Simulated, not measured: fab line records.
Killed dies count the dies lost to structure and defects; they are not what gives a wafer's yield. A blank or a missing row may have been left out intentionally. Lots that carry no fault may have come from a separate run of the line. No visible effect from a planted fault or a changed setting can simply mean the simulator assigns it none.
fab line records ; flow sky130
record: lots: 6; wafers: 18; last_day: 50
route steps=708 shown SONOS_ONO@176 GATE_OXIDE@187 PAD_OPEN@708
lots untouched by any fault: they come from a run of this same line in which no faults occurred
start_h: hours from the record's opening day to when the first of the lot's shown wafers began ; wait_h: hours since the lot's step before ; " as in the row above ; L1.1+2: one row covering several wafers at once ; - no value, or no start was given ; * or withheld: withheld ; < > ~ a bound
route shown NAME@n: names a module that has steps shown in the file, with the first one's number in the route ; usual: mean/standard deviation of fault-free wafers ; same: alike in all rows ; chamber/n: place in a boat ; sites: per-site readings ; _std_site: the values' standard deviation ; _edge_site: inner sites' mean taken away from outer sites' mean ; radius_mm: for every site, how far away it sits from the centre of the wafer ; mask NAME#n: copy n ; behind: the tool/chamber that last shaped the wafer ; hold: cause of the lot's hold/its duration in hours/its outcome ; device: whichever transistor did not switch (one of n, p or np) ; end of line: the route-end tests of the same wafers ; a step with no rows: only its recipe ; killed: the dies lost at the first sort to structure and to defects; this is not the yield of the wafer ; map: the dies of a wafer, with x for killed, . for not killed, _ for no die there
set.NAME: the run value of the setting; set.NAME@STEP: its run value at that earlier step ; model.NAME: the simulator's own value behind a step, which no gauge read
a table for each step, a row for each wafer; lots at some steps of the route
services: the hour from which a tool's chamber was out of use, counted from the record's first day as start_h (under 0 if before that day), plus the number of hours and why
== steps ==
step: SKY_SONOS_ONO_COAT_08
recipe: resist: NOVOLAK; spin_rpm: 3000; resist_thk_nm: 1140
step: SKY_SONOS_ONO_SOFTBAKE_09
recipe: temp_c: 90; time_s: 60; resist: NOVOLAK
step: SKY_SONOS_ONO_EXPOSE_10
recipe: mask_id: ONOM; target_cd_nm: 410; na: 0.6; source_shape: conventional; sigma_outer: 0.6; dose_mj: 150
step: SKY_SONOS_ONO_PEB_11
recipe: temp_c: withheld; time_s: *; resist: NOVOLAK
step: SKY_SONOS_ONO_DEVELOP_12
recipe: develop_time_s: 60; dev_temp_c: 23
step: SKY_SONOS_ONO_CD_MEAS_13
recipe: target_cd_nm: 410
usual: cd_nm: 410.7/2.5
lot.wafer;tool;chamber;start_h;wait_h;cd_nm
L681.2;cd_sem-01;-;292.44;0.1;409.5
L681.3;cd_sem-01;-;292.44;0.1;409.2
L681.6;cd_sem-01;-;292.44;0.1;408.5
L692.2;cd_sem-01;-;384.64;0.1;410.4
L692.4;cd_sem-01;-;384.64;0.1;411.1
L692.5;cd_sem-01;-;384.64;0.1;409.9
L694.1;cd_sem-01;-;396.92;0.1;409.3
L694.3;cd_sem-01;-;396.92;0.1;408.5
L694.5;cd_sem-01;-;396.92;0.1;409.2
L698.3;cd_sem-02;-;432.59;0.1;408.6
L698.4;cd_sem-02;-;432.59;0.1;409.2
L698.5;cd_sem-02;-;432.59;0.1;407.1
L700.1;cd_sem-01;-;448.10;0.1;408.8
L700.3;cd_sem-01;-;448.10;0.1;409.5
L700.6;cd_sem-01;-;448.10;0.1;409.1
L703.1;cd_sem-01;-;471.07;0.1;411.0
L703.3;cd_sem-01;-;471.07;0.1;408.5
L703.5;cd_sem-01;-;471.07;0.1;409.9
step: SKY_SONOS_ONO_OVL_MEAS_14
usual: SONOS_ONO_OVL: -0.4/1.3
lot.wafer;tool;chamber;start_h;wait_h;SONOS_ONO_OVL[nm]
L681.2;overlay-01;-;292.55;0.1;1.9
L681.3;overlay-01;-;292.55;0.1;1.2
L681.6;overlay-01;-;292.55;0.1;2.9
L692.2;overlay-02;-;384.75;0.1;-0.9
L692.4;overlay-02;-;384.75;0.1;-1.9
L692.5;overlay-02;-;384.75;0.1;-0.3
L694.1;overlay-02;-;397.04;0.1;-0.3
L694.3;overlay-02;-;397.04;0.1;-0.8
L694.5;overlay-02;-;397.04;0.1;-0.4
L698.3;overlay-01;-;432.68;0.1;0.4
L698.4;overlay-01;-;432.68;0.1;0.7
L698.5;overlay-01;-;432.68;0.1;0.3
L700.1;overlay-02;-;448.22;0.1;-0.7
L700.3;overlay-02;-;448.22;0.1;1.1
L700.6;overlay-02;-;448.22;0.1;-0.9
L703.1;overlay-01;-;471.19;0.1;-2.4
L703.3;overlay-01;-;471.19;0.1;-0.1
L703.5;overlay-01;-;471.19;0.1;-0.7
step: SKY_SONOS_ONO_ETCH_15
recipe: target_depth_nm: 19.52; chemistry: CHF3/O2; source_w: 600; bias_w: 200; pressure_mtorr: 40; chf3_flow_sccm: 50; O2_flow_sccm: 5; time_s: 7.8
usual: drypump_motor_current_A: 5.6/0.4; oes_product_au: 1.003/0.014; throttle_valve_pct: 8.826/0.01
same: time_s: 7.8
lot.wafer;tool;chamber;start_h;wait_h;drypump_motor_current_A;oes_product_au;rf_hours_counter_h;throttle_valve_pct
L681.2;rie_diel-01;0;292.58;0.0;4.9;0.998;14;8.836
L681.3;rie_diel-01;2;292.58;0.0;6.1;1.032;21;8.819
L681.6;rie_diel-01;1;292.58;0.0;5.5;0.993;-;8.830
L692.2;rie_diel-03;2;384.78;0.0;5.3;0.990;2;8.808
L692.4;rie_diel-03;1;384.78;0.0;5.5;0.999;-;8.827
L692.5;rie_diel-03;2;384.78;0.0;5.3;1.001;-;8.840
L694.1;rie_diel-01;0;397.08;0.0;4.9;0.994;16;8.824
L694.3;rie_diel-01;3;397.08;0.0;5.5;1.012;98;8.822
L694.5;rie_diel-01;0;397.08;0.0;4.9;0.986;-;8.824
L698.3;rie_diel-04;2;432.70;0.0;6.4;1.013;89;8.839
L698.4;rie_diel-04;0;432.70;0.0;5.9;0.987;20;8.815
L698.5;rie_diel-04;2;432.70;0.0;6.4;1.019;-;8.817
L700.1;rie_diel-04;0;448.25;0.0;5.8;0.992;20;8.812
L700.3;rie_diel-04;1;448.25;0.0;5.9;1.007;16;8.838
L700.6;rie_diel-04;3;448.25;0.0;5.7;1.006;-;8.813
L703.1;rie_diel-04;0;471.23;0.0;5.9;0.995;21;8.844
L703.3;rie_diel-04;2;471.23;0.0;6.4;1.019;90;8.829
L703.5;rie_diel-04;1;471.23;0.0;6.0;1.007;-;8.815
step: SKY_SONOS_ONO_WET_ETCH_16
recipe: chemistry: dHF; target_depth_nm: 14; dry: n2_spin; target: SiO2; dilution: 100:1; temp_c: 25; time_s: 280
step: SKY_SONOS_ONO_STRIP_17
recipe: chemistry: O2/N2; power_w: 1400; pressure_mtorr: 1500; platen_temp_c: withheld; o2_flow_sccm: 3000; n2_flow_sccm: 300; overash_fraction: 0.5
usual: drypump_motor_current_A: 5.6/0.35; n2_flow_sccm: 300.1/0.92; oes_product_au: 0.710/0.0046; strip_time_to_endpoint_s: 14.11/0.04
lot.wafer;tool;chamber;start_h;wait_h;drypump_motor_current_A;n2_flow_sccm;oes_product_au;rf_hours_counter_h;strip_time_to_endpoint_s
L681.2;plasma_asher-04;1;292.69;0.0;5.1;299.0;0.713;62;14.09
L681.3;plasma_asher-04;0;292.69;0.0;5.7;299.3;0.708;-;14.09
L681.6;plasma_asher-04;0;292.69;0.0;5.8;299.2;0.714;-;14.07
L692.2;plasma_asher-04;0;384.89;0.0;5.7;300.7;0.715;71;14.12
L692.4;plasma_asher-04;1;384.89;0.0;5.0;297.5;0.709;-;14.08
L692.5;plasma_asher-04;1;384.89;0.0;5.0;297.5;0.707;-;14.05
L694.1;plasma_asher-01;0;397.19;0.0;5.9;300.4;0.711;26;14.07
L694.3;plasma_asher-01;1;397.19;0.0;5.8;300.7;0.706;-;14.02
L694.5;plasma_asher-01;1;397.19;0.0;5.8;300.6;0.712;-;14.07
L698.3;plasma_asher-01;1;432.85;0.0;5.8;299.5;0.710;-;14.13
L698.4;plasma_asher-01;0;432.85;0.0;5.9;299.1;0.714;-;14.12
L698.5;plasma_asher-01;1;432.85;0.0;5.8;300.0;0.716;-;14.11
L700.1;plasma_asher-01;0;448.36;0.0;5.9;299.2;0.707;32;14.14
L700.3;plasma_asher-01;1;448.36;0.0;5.8;300.0;0.713;-;14.13
L700.6;plasma_asher-01;0;448.36;0.0;5.9;299.6;0.711;-;14.13
L703.1;plasma_asher-01;1;471.34;0.0;5.8;298.8;0.707;35;14.08
L703.3;plasma_asher-01;1;471.34;0.0;5.8;300.1;0.718;-;14.07
L703.5;plasma_asher-01;0;471.34;0.0;5.9;301.5;0.716;-;14.13
step: SKY_SONOS_ONO_WET_ETCH_18
recipe: chemistry: H3PO4; target_depth_nm: 15; target: Si3N4; temp_c: 160; time_s: 172
step: SKY_GATE_OXIDE_CLEAN_00
recipe: chemistry: SC1/SC2; mix: 1:4:20; temp_c: 70; time_s: 150; dry: n2_spin
step: SKY_GATE_OXIDE_OXIDATION_01
recipe: temp_c: 900; ambient: O2; stabilise_s: 600; purge_s: 300; target_thk_a: 102.68; ox_time_s: 1473
usual: stabilise_s: 600/0; tube_center_temp_C_max: 902.3/0.37; zone_power_bottom_pct: 29.6/0.35
same: ox_time_s: 1473
lot.wafer;tool;chamber;start_h;wait_h;stabilise_s;tube_center_temp_C_max;zone_power_bottom_pct
L681.2;furnace-02;0;292.89;0.0;600;902.4;30.4
L681.3;furnace-02;0;292.89;0.0;600;902.8;29.5
L681.6;furnace-02;0;292.89;0.0;600;902.3;29.2
L692.2;furnace-02;0;385.89;0.8;5400;901.8;29.5
L692.4;furnace-02;0;385.89;0.8;5400;901.9;30.2
L692.5;furnace-02;0;385.89;0.8;5400;902.0;30.1
L694.1;furnace-02;0;399.22;1.8;5400;902.1;29.3
L694.3;furnace-02;0;399.22;1.8;5400;902.5;29.6
L694.5;furnace-02;0;399.22;1.8;5400;902.8;29.8
L698.3;furnace-01;0;434.60;1.6;600;902.2;29.5
L698.4;furnace-01;0;434.60;1.6;600;902.1;29.0
L698.5;furnace-01;0;434.60;1.6;600;902.5;30.1
L700.1;furnace-01;0;449.41;0.8;600;902.2;28.8
L700.3;furnace-01;0;449.41;0.8;600;901.9;29.5
L700.6;furnace-01;0;449.41;0.8;600;901.8;29.2
L703.1;furnace-02;0;472.68;1.1;600;902.2;30.3
L703.3;furnace-02;0;472.68;1.1;600;902.4;29.7
L703.5;furnace-02;0;472.68;1.1;600;902.0;29.6
step: SKY_GATE_OXIDE_THK_MEAS_02
recipe: reads: SiO2_of_GATE_OXIDE_OXIDATION_01
usual: GATE_OXIDE_OXIDATION_00_THK: 10.32/0.2
lot.wafer;tool;chamber;start_h;wait_h;GATE_OXIDE_OXIDATION_00_THK[nm]
L681.2;film_metro-03;-;294.31;0.0;10.09
L681.3;film_metro-03;-;294.31;0.0;10.06
L681.6;film_metro-03;-;294.31;0.0;9.91
L692.2;film_metro-03;-;387.31;0.0;10.09
L692.4;film_metro-03;-;387.31;0.0;10.26
L692.5;film_metro-03;-;387.31;0.0;10.29
L694.1;film_metro-02;-;400.63;0.0;10.47
L694.3;film_metro-02;-;400.63;0.0;10.57
L694.5;film_metro-02;-;400.63;0.0;10.31
L698.3;film_metro-03;-;436.02;0.0;10.53
L698.4;film_metro-03;-;436.02;0.0;10.58
L698.5;film_metro-03;-;436.02;0.0;10.50
L700.1;film_metro-02;-;450.82;0.0;10.29
L700.3;film_metro-02;-;450.82;0.0;10.29
L700.6;film_metro-02;-;450.82;0.0;10.55
L703.1;film_metro-03;-;474.09;0.0;10.66
L703.3;film_metro-03;-;474.09;0.0;10.42
L703.5;film_metro-03;-;474.09;0.0;10.58
step: SKY_PAD_OPEN_PROBE_99
usual: killed_at_M0_to_M3: 41/6.2; killed_at_M4_up: 3.0/1.7; killed_at_contacts: 25/5.8; killed_at_front_end: 16/4.5; killed_at_other: 0.2/0.42; killed_dies: 85/8.4; killed_open: 46/5.9; killed_short: 39/6.3
same: gross_dies: 492; killed_at_back_side: 0
lot.wafer;tool;chamber;start_h;wait_h;killed_at_M0_to_M3;killed_at_M4_up;killed_at_contacts;killed_at_front_end;killed_at_other;killed_dies;killed_open;killed_short;model.etest.pfet_g5v0d10v5.r_on_ohm_um;model.etest.res_pwell_under_gate.rs_ohm_sq;model.etest.pfet_g5v0d10v5.drive_ua_um;model.etest.pfet_01v8_mvt.drive_ua_um;model.etest.field_n.vt_v;model.etest.pfet_01v8_mvt.off_log10_a_um;model.etest.pfet_g5v0d10v5.off_log10_a_um;model.etest.nfet_05v0_nvt.off_log10_a_um
L681.2;prober-01;-;1088.71;0.1;43;2;36;12;0;93;47;46;4632;2267;349.1;156.9;36.4;-10.05;-12.47;-10.9
L681.3;prober-01;-;1088.76;0.2;45;2;26;15;0;88;46;42;4568;2290;351.4;158.7;36.42;-10.04;-12.51;-11.1
L681.6;prober-01;-;1088.91;0.2;36;5;32;10;0;83;48;34;4584;2249;353.7;158.9;36.47;-9.975;-12.4;-10.99
L692.2;prober-02;-;1152.16;0.1;34;3;34;21;1;93;47;43;4784;2251;335.1;142.3;34.26;-11.48;-13.27;-11.17
L692.4;prober-02;-;1152.26;0.2;38;2;31;21;1;93;56;35;4889;2265;331.4;139.1;34.95;-11.48;-13.19;-11.24
L692.5;prober-02;-;1152.31;0.2;39;3;24;13;1;80;42;38;4834;2248;334.3;141.7;34.03;-11.39;-13.03;-11.08
L694.1;prober-02;-;1161.81;0.1;42;7;18;19;0;86;40;46;4908;2263;327.6;133.9;34.84;-12.34;-13.34;-11.38
L694.3;prober-02;-;1161.91;0.2;50;1;17;9;1;78;47;31;4937;2273;325.1;135.2;34.72;-12.3;-13.38;-11.39
L694.5;prober-02;-;1162.01;0.2;36;2;30;14;0;82;43;39;4920;2285;330.9;133.6;34.79;-12.33;-13.31;-11.33
L698.3;prober-02;-;1181.71;0.2;34;3;21;16;1;75;44;31;4766;2307;338;148.4;35.38;-11.04;-12.7;-10.93
L698.4;prober-02;-;1181.76;0.2;30;2;22;15;0;69;39;30;4817;2288;335.9;145.8;35.75;-11.2;-12.63;-10.89
L698.5;prober-02;-;1181.81;0.2;34;2;22;14;0;72;46;26;4754;2304;342.7;149.2;35.26;-11.07;-12.43;-11.06
L700.1;prober-01;-;1186.97;0.1;33;6;32;20;0;91;44;44;4732;2296;342;151.1;35.48;-10.53;-12.9;-10.98
L700.3;prober-01;-;1187.07;0.2;50;3;21;17;0;91;45;45;4741;2288;338.4;147.6;35.4;-10.99;-13.05;-10.97
L700.6;prober-01;-;1187.22;0.2;43;2;22;14;0;81;48;33;4822;2286;336.4;149.1;35.21;-10.87;-12.97;-10.98
L703.1;prober-01;-;1202.81;0.1;35;0;30;8;0;73;44;29;4825;2309;334.3;152;35;-10.46;-12.78;-10.79
L703.3;prober-01;-;1202.91;0.2;44;1;34;18;0;97;48;48;4695;2307;350.1;155.6;36.01;-10.39;-12.38;-10.74
L703.5;prober-01;-;1203.01;0.2;55;1;22;13;0;91;43;48;4776;2315;341.4;153.4;36.27;-10.49;-12.65;-10.73
killed by level:class
L681.2 CONTACT:geometric_particle:open=14 VIA1:geometric_particle:open=13 CONTACT:geometric_particle:short=8 LOCAL_INTERCONNECT:geometric_particle:short=7 METAL2:geometric_particle:short=7 LI_CONTACT:geometric_particle:open=5 VIA1:geometric_particle:short=5 VIA2:geometric_particle:open=5
L681.3 CONTACT:geometric_particle:open=15 VIA1:geometric_particle:open=12 METAL1:geometric_particle:short=7 FIELD_ISO:geometric_particle:open=6 LOCAL_INTERCONNECT:geometric_particle:short=6 METAL3:geometric_particle:short=6 VIA1:geometric_particle:short=4 METAL2:geometric_particle:short=4
L681.6 LI_CONTACT:geometric_particle:open=12 VIA1:geometric_particle:open=11 LOCAL_INTERCONNECT:geometric_particle:short=7 CONTACT:geometric_particle:short=7 CONTACT:geometric_particle:open=6 VIA2:geometric_particle:open=6 VIA3:geometric_particle:open=5 POLY_GATE:geometric_particle:short=4
L692.2 LI_CONTACT:geometric_particle:open=11 CONTACT:geometric_particle:open=8 METAL2:geometric_particle:short=7 VIA1:geometric_particle:open=7 FIELD_ISO:geometric_particle:short=6 LI_CONTACT:geometric_particle:short=6 CONTACT:geometric_particle:short=5 VIA2:geometric_particle:open=5
L692.4 CONTACT:geometric_particle:open=15 VIA1:geometric_particle:open=12 VIA2:geometric_particle:open=9 LI_CONTACT:geometric_particle:open=8 FIELD_ISO:geometric_particle:short=5 FIELD_ISO:geometric_particle:open=4 METAL2:geometric_particle:short=4 POLY_GATE:geometric_particle:open=3
L692.5 CONTACT:geometric_particle:open=9 VIA3:geometric_particle:open=7 LI_CONTACT:geometric_particle:open=7 VIA1:geometric_particle:short=6 METAL2:geometric_particle:short=6 VIA1:geometric_particle:open=5 CONTACT:geometric_particle:short=4 VIA2:geometric_particle:open=4
L694.1 VIA1:geometric_particle:short=11 VIA1:geometric_particle:open=9 POLY_GATE:geometric_particle:short=8 CONTACT:geometric_particle:open=8 METAL2:geometric_particle:short=7 LI_CONTACT:geometric_particle:open=5 METAL4:geometric_particle:short=5 VIA3:geometric_particle:open=5
L694.3 VIA1:geometric_particle:open=16 VIA2:geometric_particle:open=7 METAL2:geometric_particle:short=6 LI_CONTACT:geometric_particle:open=6 VIA3:geometric_particle:open=6 CONTACT:geometric_particle:open=5 POLY_GATE:geometric_particle:short=4 METAL1:geometric_particle:short=4
L694.5 VIA1:geometric_particle:open=11 CONTACT:geometric_particle:open=10 LI_CONTACT:geometric_particle:open=6 LI_CONTACT:geometric_particle:short=5 VIA3:geometric_particle:open=5 LOCAL_INTERCONNECT:geometric_particle:short=4 CONTACT:geometric_particle:short=4 METAL2:geometric_particle:short=4
L698.3 CONTACT:geometric_particle:open=7 FIELD_ISO:geometric_particle:open=6 METAL1:geometric_particle:short=6 VIA1:geometric_particle:open=6 VIA3:geometric_particle:open=6 POLY_GATE:geometric_particle:open=5 LI_CONTACT:geometric_particle:open=4 LOCAL_INTERCONNECT:geometric_particle:short=4
L698.4 CONTACT:geometric_particle:open=10 VIA1:geometric_particle:open=7 FIELD_ISO:geometric_particle:open=5 LI_CONTACT:geometric_particle:open=4 VIA1:geometric_particle:short=4 VIA2:geometric_particle:open=4 METAL3:geometric_particle:short=4 VIA3:geometric_particle:open=4
L698.5 CONTACT:geometric_particle:open=11 VIA1:geometric_particle:open=11 VIA2:geometric_particle:open=7 FIELD_ISO:geometric_particle:short=4 LI_CONTACT:geometric_particle:open=4 POLY_GATE:geometric_particle:short=3 LOCAL_INTERCONNECT:geometric_particle:short=3 METAL2:geometric_particle:open=3
L700.1 CONTACT:geometric_particle:open=15 FIELD_ISO:geometric_particle:open=5 POLY_GATE:geometric_particle:short=5 LOCAL_INTERCONNECT:geometric_particle:short=5 VIA1:geometric_particle:open=5 METAL4:geometric_particle:short=5 POLY_GATE:geometric_particle:open=4 LI_CONTACT:geometric_particle:open=4
L700.3 VIA2:geometric_particle:open=10 METAL1:geometric_particle:short=9 VIA3:geometric_particle:short=8 CONTACT:geometric_particle:open=8 POLY_GATE:geometric_particle:open=6 VIA1:geometric_particle:open=5 VIA3:geometric_particle:open=5 VIA1:geometric_particle:short=4
L700.6 CONTACT:geometric_particle:open=12 VIA1:geometric_particle:open=10 VIA3:geometric_particle:open=8 VIA2:geometric_particle:short=6 FIELD_ISO:geometric_particle:short=5 VIA2:geometric_particle:open=5 POLY_GATE:geometric_particle:open=4 VIA3:geometric_particle:short=4
L703.1 LI_CONTACT:geometric_particle:open=10 VIA1:geometric_particle:open=8 CONTACT:geometric_particle:open=7 VIA3:geometric_particle:open=7 CONTACT:geometric_particle:short=6 VIA2:geometric_particle:open=6 FIELD_ISO:geometric_particle:short=5 METAL1:geometric_particle:short=5
L703.3 CONTACT:geometric_particle:open=13 VIA1:geometric_particle:open=10 LOCAL_INTERCONNECT:geometric_particle:short=10 METAL1:geometric_particle:short=8 LI_CONTACT:geometric_particle:open=7 METAL2:geometric_particle:short=7 FIELD_ISO:geometric_particle:open=6 VIA1:geometric_particle:short=4
L703.5 VIA1:geometric_particle:open=14 LI_CONTACT:geometric_particle:short=7 VIA3:geometric_particle:open=7 METAL1:geometric_particle:short=7 METAL2:geometric_particle:short=7 VIA2:geometric_particle:open=7 POLY_GATE:geometric_particle:short=6 LOCAL_INTERCONNECT:geometric_particle:short=6
== services ==
tool;chamber;start_h;hours;kind
rie_diel-04;1;269.87;8.5;repair
plasma_asher-01;-;325.24;2.8;repair
furnace-01;-;329.06;11.4;pm
rie_diel-03;-;332.83;0.4;repair
plasma_asher-01;-;341.39;0.8;repair
rie_diel-01;1;349.25;2.9;repair
rie_diel-04;-;356.74;0.4;repair
rie_diel-01;1;370.69;-;clean
rie_diel-01;1;370.69;24.0;scheduled_down
rie_diel-01;1;370.69;24.0;vent_cycle
plasma_asher-04;-;376.93;2.8;pm
plasma_asher-01;-;383.35;2.2;repair
rie_diel-01;0;397.34;2.4;repair
furnace-02;-;400.63;3.4;pm
rie_diel-03;3;408.17;4.6;repair
furnace-01;-;415.41;2.9;pm
rie_diel-01;-;419.25;0.8;repair
plasma_asher-04;-;421.25;9.0;pm
plasma_asher-04;0;421.25;9.0;vent_cycle
plasma_asher-04;1;421.25;9.0;vent_cycle
plasma_asher-04;0;430.25;-;clean
rie_diel-04;0;435.19;3.0;repair
rie_diel-03;0;454.84;7.0;repair
rie_diel-01;0;465.11;2.0;repair
== key ==
first_sign: step: SKY_GATE_OXIDE_OXIDATION_01; reading: stabilise_s; direction: up; sigmas: 99+; usual: 600; struck: 5400
effect none on later readings
model_effect: step: SKY_PAD_OPEN_PROBE_99; value: etest.pfet_g5v0d10v5.r_on_ohm_um; without: 4757; struck: 4879
met_at SKY_GATE_OXIDE_OXIDATION_01
struck_wafers L692.2,L692.4,L692.5,L694.1,L694.3,L694.5
tester_left_out L692,L694
onset_between 292.89 385.89
fault: kind: process_parameter_drift; tool: furnace-02; chamber: -; onset_h: 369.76; steps: SKY_GATE_OXIDE_OXIDATION_01; channel: stabilise_s; offset: 4800; shape: step; end_h: 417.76; acts_in: these_recipes_only; stated: 600
tester_left_out: of these lots the tester's yield and bins aren't shown, on N5 and GAA mostly nor the transistor test; their killed dies are dies lost to structure and defects alone, not to doping, threshold or leakage, so they don't give the yield
